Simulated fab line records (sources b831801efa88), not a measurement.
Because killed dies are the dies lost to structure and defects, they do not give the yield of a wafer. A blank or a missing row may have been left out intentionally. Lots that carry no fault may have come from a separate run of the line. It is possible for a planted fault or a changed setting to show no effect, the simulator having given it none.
Tool commonality check ; flow sky130 ; 14 lots and 42 wafers in the sample

WHY IT WAS OPENED
At SKY_METAL2_CD_MEAS_15 the reading cd-nm is flagged on 2 of 14 lots. Fault-free wafers read 139.4 nm, with a standard deviation of 1.5.
Rule: a lot is flagged when every wafer of it that has a number lies more than 4 standard deviations from that mean, or none has a number. All remaining lots are regarded as sound.

lot;measured;on;cd-nm (nm), wafer by wafer;flag
L588;day 34 20:43;cd-sem-02;137.0 139.0 136.8;
L589;day 35 16:58;cd-sem-02;139.2 141.2 139.9;
L590;day 35 21:50;cd-sem-01;140.5 141.2 141.3;
L591;day 36 01:15;cd-sem-02;138.6 140.0 140.0;
L593;day 36 12:47;cd-sem-02;138.4 137.0 136.7;
L594;day 37 15:14;cd-sem-01;138.1 138.2 139.3;
L595;day 37 18:01;cd-sem-02;138.4 141.5 139.1;
L597;day 38 12:59;cd-sem-02;143.3 142.9 141.2;
L599;day 39 03:32;cd-sem-01;136.9 137.8 138.4;
L601;day 39 12:04;cd-sem-02;142.0 141.4 138.9;
L605;day 40 12:13;cd-sem-02;156.0 155.2 155.4;FLAGGED
L606;day 40 15:44;cd-sem-02;154.3 153.8 154.4;FLAGGED
L607;day 40 19:01;cd-sem-01;138.5 138.8 138.1;
L608;day 40 23:51;cd-sem-02;138.7 139.3 138.0;
Average over the flagged lots: 154.8 nm; offset from the usual +15.4 nm, equal to +10 standard deviations.

TOOL THAT RAN EACH LOT
The record holds 2 process steps before the reading, out of a route of 708 steps. In each cell: the tool, then ch and the chambers that the sampled wafers went through, then the start.
lot;flag;SKY_METAL2_SPUTTER_04;SKY_METAL2_EXPOSE_12
L588;;pvd-sputter-03, day 33 19:44;krf-scanner-02 ch 0, day 34 08:59
L589;;pvd-sputter-04, day 34 15:52;krf-scanner-02 ch 0, day 35 03:07
L590;;pvd-sputter-02, day 34 19:46;krf-scanner-01 ch 0, day 35 07:50
L591;;pvd-sputter-02, day 34 23:53;krf-scanner-02 ch 0, day 35 11:57
L593;;pvd-sputter-02, day 35 10:58;krf-scanner-02 ch 0, day 36 00:59
L594;;pvd-sputter-04, day 36 12:25;krf-scanner-01 ch 0, day 37 03:16
L595;;pvd-sputter-02, day 36 16:31;krf-scanner-01 ch 0, day 37 05:56
L597;;pvd-sputter-03, day 37 11:24;krf-scanner-02 ch 0, day 38 01:27
L599;;pvd-sputter-02, day 38 02:31;krf-scanner-01 ch 0, day 38 14:40
L601;;pvd-sputter-03, day 38 11:40;krf-scanner-02 ch 0, day 39 00:43
L605;FLAGGED;pvd-sputter-03, day 39 11:49;krf-scanner-01 ch 0, day 40 00:14
L606;FLAGGED;pvd-sputter-04, day 39 15:16;krf-scanner-01 ch 0, day 40 04:52
L607;;pvd-sputter-02, day 39 18:44;krf-scanner-02 ch 0, day 40 08:16
L608;;pvd-sputter-03, day 39 23:43;krf-scanner-02 ch 0, day 40 12:36
What the steps here do:
- SKY_METAL2_SPUTTER_04: material TiN, target thk 70 nm, time 58.3 s.
- SKY_METAL2_EXPOSE_12: exposes mask MM2, target cd 140 nm.
- SKY_METAL2_CD_MEAS_15: target cd 140 nm.

FLAGGED OVER TOTAL, TOOL BY TOOL (the gauges that took the reading come last)
step;tool;lots run;flagged;share of the flagged lots;sound lots run after its first flagged lot
SKY_METAL2_SPUTTER_04;pvd-sputter-02;6;0;none;-
SKY_METAL2_SPUTTER_04;pvd-sputter-03;5;1;some;1 (L608)
SKY_METAL2_SPUTTER_04;pvd-sputter-04;3;1;some;0
SKY_METAL2_EXPOSE_12;krf-scanner-01;6;2;all;0
SKY_METAL2_EXPOSE_12;krf-scanner-02;8;0;none;-
SKY_METAL2_CD_MEAS_15;cd-sem-01;4;0;none;-
SKY_METAL2_CD_MEAS_15;cd-sem-02;10;2;all;1 (L608)

THE TABLE: WHAT IT ALLOWS
2 rows of the table ran every flagged lot: krf-scanner-01 at SKY_METAL2_EXPOSE_12, cd-sem-02 at SKY_METAL2_CD_MEAS_15.
- krf-scanner-01 at SKY_METAL2_EXPOSE_12: 2 of its 6 lots flagged. A fault beginning between L599 (day 38 14:40), its last sound lot, and L605 (day 40 00:14), its first flagged one, fits the data. Its own readings lie more than 4 standard deviations out on every wafer of the flagged lots: exposure-dose-mJ-cm2.
- cd-sem-02 at SKY_METAL2_CD_MEAS_15: 2 of its 10 lots flagged. Sound lots followed the first flagged one (L608) on it, something a lasting fault affecting the whole tool could not allow.
Just one tool remains: krf-scanner-01 at SKY_METAL2_EXPOSE_12.

WHAT THE SIMULATOR HAD PUT IN
Process parameter drift: krf-scanner-01, from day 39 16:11 on, at SKY_METAL2_EXPOSE_12. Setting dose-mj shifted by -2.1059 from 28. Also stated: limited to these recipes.
Struck lots among those shown: L605, L606. The same result came from the rule above.
